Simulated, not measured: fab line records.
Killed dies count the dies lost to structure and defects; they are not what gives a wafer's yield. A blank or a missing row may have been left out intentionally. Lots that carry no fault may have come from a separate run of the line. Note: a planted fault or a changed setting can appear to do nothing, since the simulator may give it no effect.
fab line records	flow sfq-line	part 1 of 2: steps 1 to 28 of 40
[record] lots = 5	wafers = 15	last-day = 87
route steps=325 shown L0@15 L0V@16 M0@28 I0@43
lots that met no fault: from a run of the same line without faults
start-h: hours from the record's first day to the start of the lot's first wafer shown	wait-h: hours since the lot's step before	" unchanged from the row above	L1.1+2: several wafers, shown together as one row	- either no value or no given start	* or withheld: withheld	< > ~ a bound
route shown NAME@n: a module of which the file shows steps, and the number in the route of the first	usual: mean/standard deviation taken from wafers without a fault	same: alike in all rows	chamber/n: place in a boat	sites: the reading at each site	_std_site: how widely they spread, as a standard deviation	_edge_site: outer sites' mean less inner sites'	radius-mm: how far each site lies from the wafer's centre	mask NAME#n: copy n	behind: the most recent tool/chamber to have shaped the wafer	hold: cause of the lot's hold/its duration in hours/its outcome	device: which transistor (n, p or np) failed to switch	end of line: the same wafers' tests at the end of the route	a step without rows: its recipe alone	killed: at the first sort, the dies lost to defects and structure; wafer yield is something else	map: per-die view of a wafer (x killed, . not killed, _ where there is no die)
set.NAME: the run value of the setting; set.NAME@STEP: its run value at that earlier step	model.NAME: the simulator's own value behind a step, which no gauge read
lots at selected steps of the route; one table per step, one row per wafer
services: from which hour (start-h, from the record's first day; less than 0 if before it) a tool's chamber was out of use, for how many hours, and why
[[steps]]
[step SFQ_TRILAYER_L0_STRIP_SOLV_CLEAN_010]
[recipe] chemistry = NMP	temp-c = 70	time-s = 600
[same] time-s = 600
lot.wafer	tool	chamber	start-h	wait-h
L074.1+3+6	wet-bench-04	0,3,4	85.76	0.4
L080.1+5+6	wet-bench-04	6,7,1	119.89	0.4
L088.1+5+6	wet-bench-04	0,7,6	161.70	0.4
L094.1+4+5	wet-bench-02	3,1,5	197.33	1.0
L097.1+2+4	wet-bench-04	4,0,7	209.83	0.4
[step SFQ_TRILAYER_L0_CAP_PECVD_011]
[recipe] material = SiO2	temp-c = 150	time-s = 13.333	pressure-torr = 2.4	rf-w = 183.3	precursor = SiH4/N2O	target-thk-nm = 60
[usual] heater-power-w = 84/25	rf-fwd-power-W = 179.7/0.88	throttle-valve-pct = 25.1/1.2
[same] time-s = 13.333
lot.wafer	tool	chamber	start-h	wait-h	heater-power-w	rf-fwd-power-W	throttle-valve-pct
L074.1	pecvd-01	0	85.93	0.0	57	178.6	24.5
L074.3	"	1	"	"	113	179.3	23.4
L074.6	"	2	"	"	82	179.7	26.3
L080.1	pecvd-02	0	120.06	0.0	112	178.5	24.7
L080.5	"	2	"	"	43	181.5	26.4
L080.6	"	1	"	"	101	180.4	26.2
L088.1	pecvd-03	2	161.88	0.0	97	178.8	23.4
L088.5	"	0	"	"	63	179.7	23.9
L088.6	"	2	"	"	99	178.4	23.4
L094.1	pecvd-02	1	197.68	0.0	102	181.1	26.5
L094.4	"	2	"	"	43	179.9	26.5
L094.5	"	0	"	"	118	178.7	24.8
L097.1	pecvd-02	2	210.00	0.0	41	181.7	26.5
L097.2	"	0	"	"	107	178.6	24.7
L097.4	"	2	"	"	41	181.0	26.3
[step SFQ_TRILAYER_L0_VIA_LITHO_COAT_018]
[recipe] resist = BARC	spin-rpm = 3000	resist-thk-nm = 62
lot.wafer	tool	chamber	start-h	wait-h
L074.1+3+6	litho-track-03	0	85.96	0.0
L080.1+5+6	litho-track-03	0	120.09	0.0
L088.1+5+6	litho-track-03	0	161.90	0.0
L094.1+4+5	litho-track-01	0	197.71	0.0
L097.1+2+4	litho-track-01	0	210.03	0.0
[step SFQ_TRILAYER_L0_VIA_LITHO_COAT_013]
[recipe] resist = KrF	spin-rpm = 3000	resist-thk-nm = 650
lot.wafer	tool	chamber	start-h	wait-h
L074.1+3+6	litho-track-03	0	86.26	0.2
L080.1+5+6	litho-track-03	0	120.39	0.2
L088.1+5+6	litho-track-03	0	162.20	0.2
L094.1+4+5	litho-track-01	0	198.01	0.2
L097.1+2+4	litho-track-01	0	210.33	0.2
[step SFQ_TRILAYER_L0_VIA_LITHO_SOFTBAKE_017]
[recipe] temp-c = withheld	time-s = withheld	resist = KrF
lot.wafer	tool	chamber	start-h	wait-h
L074.1+3+6	litho-track-03	0	86.56	0.2
L080.1+5+6	litho-track-03	0	120.69	0.2
L088.1+5+6	litho-track-03	0	162.50	0.2
L094.1+4+5	litho-track-01	0	198.31	0.2
L097.1+2+4	litho-track-01	0	210.63	0.2
[step SFQ_TRILAYER_L0_VIA_LITHO_EXPOSE_014]
[recipe] mask-id = L0V	na = 0.6	source-shape = conventional	sigma-outer = 0.65	target-cd-nm = 700	dose-mj = 21.3
lot.wafer	tool	chamber	start-h	wait-h	mask
L074.1+3+6	krf-scanner-02	0	164.30	-	L0V#0
L080.1+5+6	krf-scanner-01	0	201.62	-	L0V#0
L088.1+5+6	krf-scanner-02	0	258.15	-	L0V#0
L094.1+4+5	krf-scanner-02	0	311.05	-	L0V#0
L097.1+2+4	krf-scanner-01	0	330.58	-	L0V#0
[step SFQ_TRILAYER_L0_VIA_LITHO_PEB_016]
[recipe] peb-temp-c = 115	peb-time-s = 60	resist = KrF
lot.wafer	tool	chamber	start-h	wait-h
L074.1+3+6	litho-track-04	0	165.50	1.0
L080.1+5+6	litho-track-04	0	202.82	1.0
L088.1+5+6	litho-track-03	0	259.35	1.0
L094.1+4+5	litho-track-01	0	312.25	1.0
L097.1+2+4	litho-track-03	0	331.78	1.0
[step SFQ_TRILAYER_L0_VIA_LITHO_DEVELOP_015]
[recipe] time-s = 60	resist = KrF
[same] time-s = 60
lot.wafer	tool	chamber	start-h	wait-h
L074.1+3+6	litho-track-04	0	165.65	0.1
L080.1+5+6	litho-track-04	0	202.97	0.1
L088.1+5+6	litho-track-03	0	259.50	0.1
L094.1+4+5	litho-track-01	0	312.40	0.1
L097.1+2+4	litho-track-03	0	331.93	0.1
[step SFQ_L0V_OVL_MEAS_903]
[usual] L0V_OVL = 3/4.8
lot.wafer	tool	chamber	start-h	wait-h	L0V_OVL[nm]
L074.1	overlay-01	-	165.80	0.1	-7
L074.3	"	-	"	"	1
L074.6	"	-	"	"	-1
L080.1	overlay-01	-	203.12	0.1	1
L080.5	"	-	"	"	4
L080.6	"	-	"	"	7
L088.1	overlay-01	-	259.65	0.1	4
L088.5	"	-	"	"	6
L088.6	"	-	"	"	0
L094.1	overlay-01	-	312.55	0.1	-3
L094.4	"	-	"	"	0
L094.5	"	-	"	"	-3
L097.1	overlay-02	-	332.08	0.1	6
L097.2	"	-	"	"	2
L097.4	"	-	"	"	6
[step SFQ_TRILAYER_L0_VIA_BARC_OPEN_VIA_ETCH_021]
[recipe] mask-material = PR	chemistry = O2	target-depth-nm = 125	target = BARC	source-w = 500	bias-w = 80	pressure-mtorr = 30	time-s = 41.7
[usual] drypump-motor-current-A = 6.0/0.4	oes-product-au = 0.686/0.0051	rf-fwd-power-W = 495.1/2.1
[same] time-s = 41.7
lot.wafer	tool	chamber	start-h	wait-h	drypump-motor-current-A	oes-product-au	rf-fwd-power-W	rf-hours-counter-h
L074.1	rie-diel-04	1	165.83	0.0	6.1	0.686	494.3	45
L074.3	"	3	"	"	5.8	0.684	498.2	44
L074.6	"	1	"	"	6.1	0.682	493.2	-
L080.1	rie-diel-04	3	203.16	0.0	5.8	0.688	494.2	45
L080.5	"	3	"	"	5.8	0.683	495.5	-
L080.6	"	1	"	"	6.1	0.684	495.5	-
L088.1	rie-diel-04	0	259.68	0.0	5.8	0.685	491.9	1
L088.5	"	3	"	"	5.8	0.685	495.9	-
L088.6	"	2	"	"	6.2	0.689	494.9	-
L094.1	rie-diel-02	1	312.58	0.0	5.9	0.690	495.3	115
L094.4	"	1	"	"	5.9	0.683	496.5	-
L094.5	"	0	"	"	5.4	0.692	495.3	-
L097.1	rie-diel-03	2	332.12	0.0	6.3	0.689	496.9	124
L097.2	"	1	"	"	6.1	0.692	495.8	5
L097.4	"	0	"	"	6.7	0.687	496.3	1
[step SFQ_TRILAYER_L0_VIA_ETCH_VIA_ETCH_016]
[recipe] target = SiO2	stop-on = MoNx_KI	mask-material = PR	chemistry = CHF3	target-depth-nm = 80	source-w = 500	bias-w = 80	pressure-mtorr = 30	time-s = withheld
[usual] drypump-motor-current-A = 6.0/0.4	oes-product-au = 0.841/0.0072	rf-fwd-power-W = 495.6/1.9
lot.wafer	tool	chamber	start-h	wait-h	drypump-motor-current-A	oes-product-au	rf-fwd-power-W
L074.1	rie-diel-04	1	165.87	0.0	6.2	0.839	495.1
L074.3	"	3	"	"	5.8	0.837	494.0
L074.6	"	1	"	"	6.2	0.846	499.0
L080.1	rie-diel-04	3	203.20	0.0	5.8	0.841	497.5
L080.5	"	3	"	"	5.8	0.830	495.7
L080.6	"	1	"	"	6.2	0.847	495.2
L088.1	rie-diel-04	0	259.72	0.0	5.8	0.838	495.2
L088.5	"	3	"	"	5.8	0.849	496.4
L088.6	"	2	"	"	6.2	0.836	495.0
L094.1	rie-diel-02	1	312.62	0.0	5.9	0.841	496.4
L094.4	"	1	"	"	5.9	0.853	497.2
L094.5	"	0	"	"	5.4	0.838	497.6
L097.1	rie-diel-03	2	332.16	0.0	6.3	0.840	495.0
L097.2	"	1	"	"	6.2	0.841	494.0
L097.4	"	0	"	"	6.7	0.840	493.8
[step SFQ_TRILAYER_L0_VIA_STRIP_STRIP_017]
[recipe] gas = O2	power-w = 200	platen-temp-c = 40	overash-fraction = 0.65	chemistry = O2	pressure-mtorr = 50
[usual] drypump-motor-current-A = 5.76/0.25	oes-product-au = 0.999/0.0077
[same] overash-fraction = 0.65
lot.wafer	tool	chamber	start-h	wait-h	drypump-motor-current-A	oes-product-au	rf-hours-counter-h
L074.1	rie-metal-03	1	165.92	-	6.12	1.008	144
L074.3	"	0	"	"	5.58	1.012	-
L074.6	"	0	"	"	5.57	1.000	-
L080.1	rie-metal-01	0	203.24	-	5.65	0.992	109
L080.5	"	0	"	"	5.64	0.993	-
L080.6	"	0	"	"	5.65	0.987	-
L088.1	rie-metal-01	1	259.77	-	5.97	1.003	38
L088.5	"	1	"	"	5.98	1.007	-
L088.6	"	0	"	"	5.68	1.007	-
L094.1	rie-metal-01	1	312.67	-	5.95	0.984	43
L094.4	"	0	"	"	5.66	0.988	-
L094.5	"	1	"	"	5.95	0.978	-
L097.1	rie-metal-01	1	332.21	-	5.95	0.991	46
L097.2	"	0	"	"	5.64	1.005	132
L097.4	"	0	"	"	5.66	0.997	-
[step SFQ_TRILAYER_L0_VIA_STRIP_SOLV_CLEAN_018]
[recipe] chemistry = NMP	temp-c = 70	time-s = 600
[same] time-s = 600
lot.wafer	tool	chamber	start-h	wait-h
L074.1+3+6	wet-bench-03	2,5,3	166.52	0.4
L080.1+5+6	wet-bench-03	4,3,7	204.44	1.0
L088.1+5+6	wet-bench-04	3,7,2	260.37	0.4
L094.1+4+5	wet-bench-03	1,0,6	313.27	0.4
L097.1+2+4	wet-bench-01	1,7,5	332.81	0.4
[step SFQ_TRILAYER_M0_DEP_PRE_CLEAN_020]
[recipe] gas = Ar	time-s = 15	bias-v = 250
[same] time-s = 15
lot.wafer	tool	chamber	start-h	wait-h
L074.1+3+6	pvd-sputter-04	-	166.69	0.0
L080.1+5+6	pvd-sputter-04	-	204.62	0.0
L088.1+5+6	pvd-sputter-03	-	260.54	0.0
L094.1+4+5	pvd-sputter-06	-	313.62	0.0
L097.1+2+4	pvd-sputter-06	-	332.98	0.0
[step SFQ_TRILAYER_M0_DEP_SPUTTER_019]
[recipe] material = Nb	base-pressure-pa = 1.33e-06	chamber-pressure-pa = 0.1333	substrate-temp-c = 20	resputter-cathode-voltage-v = 400	target-thk-nm = 200	power-w = 2000	time-s = 133.3
[usual] resputter-cathode-voltage-v = 400/4.1	throttle-valve-pct = 29.7/0.62
[same] time-s = 133.3
lot.wafer	tool	chamber	start-h	wait-h	resputter-cathode-voltage-v	throttle-valve-pct
L074.1	pvd-sputter-04	-	166.72	0.0	411	30.4
L074.3	"	-	"	"	399	30.3
L074.6	"	-	"	"	399	30.4
L080.1	pvd-sputter-04	-	204.64	0.0	398	29.7
L080.5	"	-	"	"	397	29.5
L080.6	"	-	"	"	399	30.1
L088.1	pvd-sputter-03	-	260.57	0.0	411	29.2
L088.5	"	-	"	"	406	30.0
L088.6	"	-	"	"	398	28.8
L094.1	pvd-sputter-06	-	313.64	0.0	397	29.2
L094.4	"	-	"	"	396	29.7
L094.5	"	-	"	"	399	29.4
L097.1	pvd-sputter-06	-	333.01	0.0	390	29.0
L097.2	"	-	"	"	402	29.5
L097.4	"	-	"	"	394	29.6
[step SFQ_M0_RS_MEAS_904]
[recipe] thk-meas-gauge = four-point-probe	reads = Nb_of_TRILAYER_M0_DEP_SPUTTER_019
[usual] M0_NB_RS = 0.893/0.012
lot.wafer	tool	chamber	start-h	wait-h	M0_NB_RS[ohm/sq]
L074.1	film-metro-04	-	166.81	0.0	0.879
L074.3	"	-	"	"	0.895
L074.6	"	-	"	"	0.900
L080.1	film-metro-04	-	204.73	0.0	0.910
L080.5	"	-	"	"	0.908
L080.6	"	-	"	"	0.901
L088.1	film-metro-03	-	260.66	0.0	0.888
L088.5	"	-	"	"	0.893
L088.6	"	-	"	"	0.877
L094.1	film-metro-04	-	313.74	0.0	0.882
L094.4	"	-	"	"	0.874
L094.5	"	-	"	"	0.872
L097.1	film-metro-02	-	333.10	0.0	0.887
L097.2	"	-	"	"	0.889
L097.4	"	-	"	"	0.889
[step SFQ_TRILAYER_M0_LITHO_COAT_026]
[recipe] resist = BARC	spin-rpm = 3000	resist-thk-nm = 62
lot.wafer	tool	chamber	start-h	wait-h
L074.1+3+6	litho-track-02	0	166.99	0.1
L080.1+5+6	litho-track-01	0	204.91	0.1
L088.1+5+6	litho-track-01	0	260.96	0.2
L094.1+4+5	litho-track-02	0	313.92	0.1
L097.1+2+4	litho-track-04	0	333.28	0.1
[step SFQ_TRILAYER_M0_LITHO_COAT_021]
[recipe] resist = KrF	spin-rpm = 3000	resist-thk-nm = 600
lot.wafer	tool	chamber	start-h	wait-h
L074.1+3+6	litho-track-02	0	167.29	0.2
L080.1+5+6	litho-track-01	0	205.21	0.2
L088.1+5+6	litho-track-01	0	261.26	0.2
L094.1+4+5	litho-track-02	0	314.22	0.2
L097.1+2+4	litho-track-04	0	333.58	0.2
[step SFQ_TRILAYER_M0_LITHO_SOFTBAKE_025]
[recipe] temp-c = withheld	time-s = withheld	resist = KrF
lot.wafer	tool	chamber	start-h	wait-h
L074.1+3+6	litho-track-02	0	167.59	0.2
L080.1+5+6	litho-track-01	0	205.51	0.2
L088.1+5+6	litho-track-01	0	261.56	0.2
L094.1+4+5	litho-track-02	0	314.52	0.2
L097.1+2+4	litho-track-04	0	333.88	0.2
[step SFQ_TRILAYER_M0_LITHO_EXPOSE_022]
[recipe] mask-id = M0	na = 0.6	source-shape = conventional	sigma-outer = 0.65	target-cd-nm = 500	dose-mj = 14.4
lot.wafer	tool	chamber	start-h	wait-h	mask
L074.1+3+6	krf-scanner-02	0	270.15	-	M0#0
L080.1+5+6	krf-scanner-01	0	320.98	-	M0#0
L088.1+5+6	krf-scanner-01	0	386.78	-	M0#0
L094.1+4+5	krf-scanner-02	0	453.89	-	M0#0
L097.1+2+4	krf-scanner-02	0	477.89	-	M0#0
[step SFQ_TRILAYER_M0_LITHO_PEB_024]
[recipe] peb-temp-c = 115	peb-time-s = 60	resist = KrF
lot.wafer	tool	chamber	start-h	wait-h
L074.1+3+6	litho-track-01	0	271.35	1.0
L080.1+5+6	litho-track-04	0	322.18	1.0
L088.1+5+6	litho-track-04	0	387.98	1.0
L094.1+4+5	litho-track-01	0	455.09	1.0
L097.1+2+4	litho-track-02	0	479.09	1.0
[step SFQ_TRILAYER_M0_LITHO_DEVELOP_023]
[recipe] time-s = 60	resist = KrF
[same] time-s = 60
lot.wafer	tool	chamber	start-h	wait-h
L074.1+3+6	litho-track-01	0	271.50	0.1
L080.1+5+6	litho-track-04	0	322.33	0.1
L088.1+5+6	litho-track-04	0	388.13	0.1
L094.1+4+5	litho-track-01	0	455.24	0.1
L097.1+2+4	litho-track-02	0	479.24	0.1
[step SFQ_M0_OVL_MEAS_906]
[usual] M0_OVL = -2/6.3
lot.wafer	tool	chamber	start-h	wait-h	M0_OVL[nm]
L074.1	overlay-01	-	271.65	0.1	7
L074.3	"	-	"	"	0
L074.6	"	-	"	"	-2
L080.1	overlay-01	-	322.48	0.1	-8
L080.5	"	-	"	"	-10
L080.6	"	-	"	"	-1
L088.1	overlay-01	-	388.28	0.1	-11
L088.5	"	-	"	"	-2
L088.6	"	-	"	"	-9
L094.1	overlay-02	-	455.39	0.1	-1
L094.4	"	-	"	"	-4
L094.5	"	-	"	"	-2
L097.1	overlay-02	-	479.39	0.1	-4
L097.2	"	-	"	"	-4
L097.4	"	-	"	"	-4
[step SFQ_TRILAYER_M0_BARC_OPEN_METAL_ETCH_031]
[recipe] mask-material = PR	chemistry = O2	target-depth-nm = 125	target = BARC	icp-w = 600	bias-w = 80	pressure-mtorr = 10	time-s = 41.7
[usual] drypump-motor-current-A = 5.9/0.35	oes-product-au = 0.685/0.0042	rf-fwd-power-W = 592.9/2.7
[same] time-s = 41.7
lot.wafer	tool	chamber	start-h	wait-h	drypump-motor-current-A	oes-product-au	rf-fwd-power-W	rf-hours-counter-h
L074.1	rie-metal-03	1	271.68	0.0	6.1	0.686	591.3	163
L074.3	"	0	"	"	5.6	0.683	593.4	-
L074.6	"	1	"	"	6.1	0.681	591.7	-
L080.1	rie-metal-02	0	322.52	0.0	5.6	0.684	593.1	155
L080.5	"	0	"	"	5.6	0.683	595.8	-
L080.6	"	1	"	"	6.5	0.684	592.7	-
L088.1	rie-metal-01	1	388.32	0.0	6.0	0.685	594.8	53
L088.5	"	1	"	"	6.0	0.692	594.1	-
L088.6	"	0	"	"	5.7	0.680	591.3	-
L094.1	rie-metal-01	0	455.42	0.0	5.7	0.682	589.4	146
L094.4	"	1	"	"	6.0	0.679	597.1	-
L094.5	"	0	"	"	5.6	0.693	588.4	-
L097.1	rie-metal-01	0	479.42	0.0	5.7	0.690	590.2	148
L097.2	"	1	"	"	6.0	0.681	593.5	62
L097.4	"	1	"	"	6.0	0.685	593.8	-
[step SFQ_TRILAYER_M0_ETCH_METAL_ETCH_024]
[recipe] target = Nb	stop-on = SiO2	mask-material = PR	chemistry = Cl2/Ar	target-depth-nm = 240	icp-w = 600	bias-w = 80	pressure-mtorr = 10	time-s = 120
[usual] drypump-motor-current-A = 5.9/0.35	oes-product-au = 0.893/0.0084	rf-fwd-power-W = 596.7/1.8
[same] time-s = 120
lot.wafer	tool	chamber	start-h	wait-h	drypump-motor-current-A	oes-product-au	rf-fwd-power-W	rf-hours-counter-h
L074.1	rie-metal-03	1	271.74	0.0	6.1	0.897	598.9	163
L074.3	"	0	"	"	5.5	0.888	599.4	-
L074.6	"	1	"	"	6.1	0.884	596.4	-
L080.1	rie-metal-02	0	322.58	0.0	5.6	0.887	597.3	155
L080.5	"	0	"	"	5.6	0.887	598.9	-
L080.6	"	1	"	"	6.5	0.889	598.4	-
L088.1	rie-metal-01	1	388.38	0.0	6.0	0.894	599.9	53
L088.5	"	1	"	"	6.0	0.893	598.0	-
L088.6	"	0	"	"	5.7	0.903	596.6	-
L094.1	rie-metal-01	0	455.48	0.0	5.7	0.899	596.9	146
L094.4	"	1	"	"	6.0	0.908	598.9	-
L094.5	"	0	"	"	5.7	0.907	595.9	-
L097.1	rie-metal-01	0	479.48	0.0	5.7	0.901	594.0	148
L097.2	"	1	"	"	6.0	0.899	601.4	62
L097.4	"	1	"	"	6.0	0.889	599.3	-
[step SFQ_TRILAYER_M0_STRIP_STRIP_025]
[recipe] gas = O2	power-w = 200	platen-temp-c = 40	overash-fraction = 0.65	chemistry = O2	pressure-mtorr = 50
[usual] drypump-motor-current-A = 5.9/0.35	oes-product-au = 0.998/0.0088
[same] overash-fraction = 0.65
lot.wafer	tool	chamber	start-h	wait-h	drypump-motor-current-A	oes-product-au	rf-hours-counter-h
L074.1	rie-metal-03	1	271.87	0.1	6.1	1.019	164
L074.3	"	0	"	"	5.6	1.005	-
L074.6	"	1	"	"	6.1	1.006	-
L080.1	rie-metal-02	0	322.71	0.1	5.6	1.002	155
L080.5	"	0	"	"	5.6	1.001	-
L080.6	"	1	"	"	6.5	0.991	-
L088.1	rie-metal-01	1	388.51	0.1	6.0	0.984	53
L088.5	"	1	"	"	6.0	0.979	-
L088.6	"	0	"	"	5.7	1.006	-
L094.1	rie-metal-01	0	455.61	0.1	5.7	0.996	146
L094.4	"	1	"	"	6.0	0.994	-
L094.5	"	0	"	"	5.7	1.004	-
L097.1	rie-metal-01	0	479.61	0.1	5.6	0.990	148
L097.2	"	1	"	"	6.0	0.976	62
L097.4	"	1	"	"	5.9	0.976	-
[step SFQ_TRILAYER_M0_STRIP_SOLV_CLEAN_026]
[recipe] chemistry = NMP	temp-c = 70	time-s = 600
[same] time-s = 600
lot.wafer	tool	chamber	start-h	wait-h
L074.1+3+6	wet-bench-01	6,7,5	272.47	0.4
L080.1+5+6	wet-bench-03	0,4,1	323.31	0.4
L088.1+5+6	wet-bench-03	1,3,7	389.11	0.4
L094.1+4+5	wet-bench-01	3,4,7	456.21	0.4
L097.1+2+4	wet-bench-01	5,6,2	480.21	0.4
[step SFQ_TRILAYER_I0_DEP_PECVD_027]
[recipe] material = SiO2	temp-c = 150	time-s = 111.11	pressure-torr = 2.4	rf-w = 183.3	precursor = SiH4/N2O	target-thk-nm = 500
[usual] heater-power-w = 82/19	rf-fwd-power-W = 182.3/0.63	throttle-valve-pct = 24.2/1.2
[same] time-s = 111.11
lot.wafer	tool	chamber	start-h	wait-h	heater-power-w	rf-fwd-power-W	throttle-valve-pct
L074.1	pecvd-02	1	272.64	0.0	111	182.4	26.1
L074.3	"	0	"	"	104	182.4	24.5
L074.6	"	1	"	"	91	182.9	26.1
L080.1	pecvd-02	1	323.66	0.0	111	182.8	26.2
L080.5	"	2	"	"	45	183.6	26.8
L080.6	"	1	"	"	93	181.9	26.4
L088.1	pecvd-03	2	389.28	0.0	100	181.7	23.5
L088.5	"	1	"	"	87	183.4	24.4
L088.6	"	2	"	"	98	181.3	24.1
L094.1	pecvd-04	0	456.38	0.0	88	182.6	22.9
L094.4	"	2	"	"	87	181.1	23.6
L094.5	"	1	"	"	75	181.9	24.2
L097.1	pecvd-04	0	480.38	0.0	86	181.4	23.1
L097.2	"	1	"	"	77	182.4	23.7
L097.4	"	2	"	"	84	182.6	23.5
